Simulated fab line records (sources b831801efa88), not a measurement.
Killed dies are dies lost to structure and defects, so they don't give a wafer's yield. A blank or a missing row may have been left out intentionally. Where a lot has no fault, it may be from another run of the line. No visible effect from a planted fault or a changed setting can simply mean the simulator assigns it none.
Which tool did it? / flow gf180mcu / 7 lots, 21 wafers sampled, at 1 step of a route of 602

== WHAT THE GAUGES SHOWED, per wafer ==
GF_PSD_OVL_MEAS_08.
lot=L126; measured=day 15 10:31; on=overlay-01; PSD_OVL (nm)=-2.0 -1.5 -2.1
lot=L128; measured=day 15 22:23; on=overlay-02; PSD_OVL (nm)=-1.2 -1.9 -0.6
lot=L131; measured=day 17 04:32; on=overlay-02; PSD_OVL (nm)=-0.3 0.6 0.6
lot=L133; measured=day 17 21:16; on=overlay-02; PSD_OVL (nm)=-0.9 0.7 0.1
lot=L136; measured=day 18 22:16; on=overlay-01; PSD_OVL (nm)=-1.0 -0.2 -0.6
lot=L143; measured=day 21 04:40; on=overlay-02; PSD_OVL (nm)=0.3 1.4 -0.4
lot=L147; measured=day 22 23:19; on=overlay-02; PSD_OVL (nm)=-0.3 -0.4 -0.6

== TOOL THAT RAN EACH LOT (tool first, then ch and the chambers of the sampled wafers, then the start) ==
The record holds no process step before these readings.

== THE ANSWER, worked out from the rows above alone ==
Rule: what is usual is taken from the lots themselves. The widest of any qualifying gaps counts: lots, ordered by their means at a reading, are off when they make up no more than a third of the lots, leave a main group of 4 or more, and stand apart from it by 3 or more times the standard deviation of that group's means. A main group whose means are all the same, to the digits that the tables above print for the reading, isn't used. A lot without any number at a reading at which 4 lots or more have one is off too. The other lots that the step has rows for count as sound.
Nothing can be told from this: no lot is off at any reading shown.

== WHAT THE SIMULATOR PUT IN ==
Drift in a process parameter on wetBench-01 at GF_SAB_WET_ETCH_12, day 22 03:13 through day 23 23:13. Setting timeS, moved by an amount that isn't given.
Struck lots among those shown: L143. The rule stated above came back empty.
